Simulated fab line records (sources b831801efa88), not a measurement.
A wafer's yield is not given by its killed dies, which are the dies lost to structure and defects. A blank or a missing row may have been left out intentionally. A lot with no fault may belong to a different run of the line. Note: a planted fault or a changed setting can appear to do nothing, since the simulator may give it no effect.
Commonality check across tools + flow sky130 + 13 lots, 39 wafers sampled

== WHAT PROMPTED THE OPENING ==
Of 13 lots, 2 have the reading SD_N_RS flagged at SKY_SD_N_RS_MEAS_16. No-fault wafers: 68.60 ohm/sq, standard deviation 0.11.
Rule: a lot gets a flag if all its wafers with a number sit over 4 standard deviations from that mean, or if no wafer of it has a number. All remaining lots are regarded as sound.

| lot  | measured     | on           | SD_N_RS (ohm/sq), wafer by wafer | flag    |
|------|--------------|--------------|----------------------------------|---------|
| L545 | day 27 09:28 | filmMetro-01 | 68.59 68.70 68.56                |         |
| L546 | day 27 12:51 | filmMetro-03 | 68.35 68.27 68.57                |         |
| L547 | day 28 16:33 | filmMetro-03 | 68.60 68.67 68.65                |         |
| L549 | day 30 15:59 | filmMetro-03 | 68.66 68.43 68.55                |         |
| L550 | day 30 18:27 | filmMetro-01 | 68.59 68.55 68.59                |         |
| L551 | day 31 04:32 | filmMetro-01 | 68.76 68.48 68.71                |         |
| L552 | day 31 10:22 | filmMetro-02 | 68.74 68.67 68.47                |         |
| L554 | day 31 14:29 | filmMetro-03 | 68.56 68.58 68.62                |         |
| L555 | day 31 14:38 | filmMetro-01 | 68.70 68.68 68.60                |         |
| L560 | day 33 21:08 | filmMetro-03 | 65.44 65.50 65.38                | FLAGGED |
| L563 | day 34 07:04 | filmMetro-01 | 68.53 68.59 68.44                |         |
| L562 | day 34 09:14 | filmMetro-01 | 65.31 65.52 65.24                | FLAGGED |
| L567 | day 35 03:40 | filmMetro-02 | 68.41 68.71 68.47                |         |
On average the flagged lots' numbers are 65.40 ohm/sq, which is -3.20 ohm/sq against the usual, or -29 standard deviations.

== TOOL THAT RAN EACH LOT ==
The record keeps 1 process step preceding the reading, out of 708 steps on the route. Each cell gives the tool, then ch followed by the chambers the sampled wafers passed through, then the start.
| lot  | flag    | SKY_SD_N_RTA_14                 |
|------|---------|---------------------------------|
| L545 |         | rtpAnneal-02 ch 0, day 27 09:18 |
| L546 |         | rtpAnneal-01 ch 0, day 27 12:40 |
| L547 |         | rtpAnneal-02 ch 0, day 28 16:19 |
| L549 |         | rtpAnneal-02 ch 0, day 30 15:49 |
| L550 |         | rtpAnneal-01 ch 0, day 30 18:17 |
| L551 |         | rtpAnneal-02 ch 0, day 31 04:21 |
| L552 |         | rtpAnneal-02 ch 0, day 31 10:11 |
| L554 |         | rtpAnneal-01 ch 0, day 31 14:19 |
| L555 |         | rtpAnneal-02 ch 0, day 31 14:27 |
| L560 | FLAGGED | rtpAnneal-02 ch 0, day 33 20:58 |
| L563 |         | rtpAnneal-01 ch 0, day 34 06:53 |
| L562 | FLAGGED | rtpAnneal-02 ch 0, day 34 09:03 |
| L567 |         | rtpAnneal-01 ch 0, day 35 03:28 |
These steps, and what they do:
- SKY_SD_N_RTA_14: time 2 s.
- SKY_SD_N_RS_MEAS_16: measures by four-point-probe.

== FLAGGED OVER TOTAL, TOOL BY TOOL (the gauges that took the reading come last) ==
| step                | tool         | lots run | flagged | share of the flagged lots | sound lots run after its first flagged lot |
|---------------------|--------------|----------|---------|---------------------------|--------------------------------------------|
| SKY_SD_N_RTA_14     | rtpAnneal-01 | 5        | 0       | none                      | -                                          |
| SKY_SD_N_RTA_14     | rtpAnneal-02 | 8        | 2       | all                       | 0                                          |
| SKY_SD_N_RS_MEAS_16 | filmMetro-01 | 6        | 1       | some                      | 0                                          |
| SKY_SD_N_RS_MEAS_16 | filmMetro-02 | 2        | 0       | none                      | -                                          |
| SKY_SD_N_RS_MEAS_16 | filmMetro-03 | 5        | 1       | some                      | 0                                          |

== WHAT IS ALLOWED BY THE TABLE ==
1 row of the table ran every flagged lot: rtpAnneal-02 at SKY_SD_N_RTA_14.
- rtpAnneal-02 at SKY_SD_N_RTA_14: 2 of its 8 lots flagged. Last sound lot L555 at day 31 14:27, first flagged lot L560 at day 33 20:58; a fault beginning in between fits. Its own readings (lampPowerPct, wafer_temp_C_max) fall more than 4 standard deviations out on all wafers of the flagged lots.
Left over: one tool, rtpAnneal-02 at SKY_SD_N_RTA_14.

== WHAT WAS PUT IN BY THE SIMULATOR ==
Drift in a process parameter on rtpAnneal-02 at SKY_SD_N_RTA_14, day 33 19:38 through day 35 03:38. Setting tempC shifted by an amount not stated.
Struck lots among those shown: L560, L562. The rule given above showed the same thing.
